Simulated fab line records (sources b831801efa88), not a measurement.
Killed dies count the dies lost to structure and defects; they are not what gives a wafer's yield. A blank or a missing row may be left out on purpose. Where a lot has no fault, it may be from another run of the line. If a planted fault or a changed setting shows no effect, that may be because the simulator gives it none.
Which of the tools did it? -- flow sky130 -- Sampling: 10 lots, 30 wafers, 4 of 708 route steps

WHAT THE GAUGES SHOWED, per wafer
SKY_VIA2_THK_MEAS_01.
lot,measured,on,VIA2_HDPCVD_THK (nm)
L242,day 37 01:50,film_metro-03,1165 1169 1155
L241,day 37 03:54,film_metro-01,1169 1161 1164
L245,day 37 21:40,film_metro-03,1169 1167 1165
L246,day 37 21:42,film_metro-02,1177 1184 1183
L249,day 39 00:25,film_metro-03,1171 1199 1186
L250,day 39 15:36,film_metro-02,1152 1147 1144
L251,day 39 17:14,film_metro-03,1182 1175 1165
L252,day 39 23:46,film_metro-02,1187 1184 1200
L259,day 41 22:17,film_metro-02,1176 1181 1187
L260,day 42 02:04,film_metro-02,1169 1176 1185

SKY_VIA2_RS_MEAS_22: measurement is done with a four-point probe.
lot,measured,on,VIA2_W_RS (ohm/sq)
L242,day 38 05:02,film_metro-01,0.275 0.274 0.277
L241,day 38 07:22,film_metro-02,0.273 0.275 0.273
L245,day 39 00:49,film_metro-02,0.272 0.279 0.277
L246,day 39 00:56,film_metro-03,0.273 0.276 0.271
L249,day 40 02:29,film_metro-03,0.267 0.272 0.274
L250,day 40 17:46,film_metro-02,0.264 0.269 0.263
L251,day 40 19:14,film_metro-01,0.275 0.167 0.269 0.274 0.166 0.270
L252,day 41 02:01,film_metro-02,0.167 0.270 0.277 0.167 0.270 0.277
L259,day 42 22:04,film_metro-03,0.276 0.271 0.270
L260,day 43 02:29,film_metro-01,0.279 0.271 0.270

WHAT TOOL EACH LOT RAN ON (gives the tool, then ch and the chambers of the sampled wafers, and finally the start)
lot,SKY_METAL2_METAL_ETCH_19,SKY_VIA2_CVD_21
L242,"rie_metal-03 ch 1, day 37 00:58","cvd_w-01 ch 1, day 38 04:53"
L241,"rie_metal-02 ch 1, day 37 03:02","cvd_w-01 ch 0,1, day 38 07:14"
L245,"rie_metal-03 ch 0,1, day 37 20:49","cvd_w-01 ch 0,1, day 39 00:40"
L246,"rie_metal-01 ch 0,1, day 37 20:53","cvd_w-01 ch 0,1, day 39 00:48"
L249,"rie_metal-02 ch 0,1, day 38 23:31","cvd_w-02 ch 0,1, day 40 02:22"
L250,"rie_metal-02 ch 0,1, day 39 14:41","cvd_w-02 ch 0,1, day 40 17:38"
L251,"rie_metal-03 ch 0,1, day 39 16:25","cvd_w-01 ch 0,1, day 40 19:05"
L252,"rie_metal-03 ch 0,1, day 39 22:58","cvd_w-01 ch 0,1, day 41 01:54"
L259,"rie_metal-03 ch 0, day 41 21:26","cvd_w-02 ch 0,1, day 42 21:56"
L260,"rie_metal-01 ch 0, day 42 01:08","cvd_w-02 ch 0,1, day 43 02:22"
- SKY_METAL2_METAL_ETCH_19: etches the open film in Cl2/BCl3, stops on SiO2, target depth 360 nm, time 78 s.
- SKY_VIA2_CVD_21: deposits W, target thk 420 nm, time 126.4 s.

AS READ BY THE TOOLS THEMSELVES (means over the sampled wafers that have a number; for cases with no such wafer, the mark the record gives instead)
SKY_METAL2_METAL_ETCH_19.
lot,tool,drypump_motor_current_A (A),oes_product_au (a.u.),throttle_valve_pct (%)
L242,rie_metal-03,6.5,0.849,22.260
L241,rie_metal-02,5.1,0.846,22.270
L245,rie_metal-03,5.8,0.853,22.269
L246,rie_metal-01,5.7,0.853,22.269
L249,rie_metal-02,5.2,0.858,22.268
L250,rie_metal-02,5.1,0.849,22.257
L251,rie_metal-03,6.2,0.856,22.260
L252,rie_metal-03,6.2,0.857,22.257
L259,rie_metal-03,5.5,0.842,22.266
L260,rie_metal-01,5.3,0.851,22.266

SKY_VIA2_CVD_21.
lot,tool,heater_power_w (W)
L242,cvd_w-01,883
L241,cvd_w-01,905
L245,cvd_w-01,911
L246,cvd_w-01,905
L249,cvd_w-02,781
L250,cvd_w-02,838
L251,cvd_w-01,907
L252,cvd_w-01,918
L259,cvd_w-02,852
L260,cvd_w-02,839

THE ANSWER, worked out from the rows above alone
Rule: what is usual is taken from the lots themselves. Put in order of their means at a reading, lots are off if they are a third of the lots or fewer, leave a main group of 4 or more, and stand apart from it by a gap of 3 or more times the standard deviation of the main group's means; of several such gaps the widest counts. A main group is skipped when, at the precision printed for the reading in the tables above, its means are all equal. Also off: a lot with no number at a reading for which 4 or more lots have one. Where the step has rows for the other lots, those lots are counted as sound. First the gauges in route order, then the tools' own readings, where a lot's mean is used as printed above. At the first step where some lot is off, the reading lying furthest off is the one used; lots without a number count as furthest.
Off: at SKY_VIA2_RS_MEAS_22 (VIA2_W_RS), L251, L252. For the main group the mean is 0.273 ohm/sq and the standard deviation 0.0031.
If a tool, at a process step before that reading, ran all the lots that are off and no sound lot after the first of them, it fits. Gauges at SKY_VIA2_RS_MEAS_22: tried the same way as those tools. One fits: SKY_VIA2_CVD_21 on cvd_w-01. A fault onset in the window from L246 (day 39 00:48, its last sound lot) to L251 (day 40 19:05, its first lot off) fits.

WHAT THE SIMULATOR PUT IN
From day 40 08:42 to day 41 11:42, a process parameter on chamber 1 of cvd_w-01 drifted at SKY_VIA2_CVD_21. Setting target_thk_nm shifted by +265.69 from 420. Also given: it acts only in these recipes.
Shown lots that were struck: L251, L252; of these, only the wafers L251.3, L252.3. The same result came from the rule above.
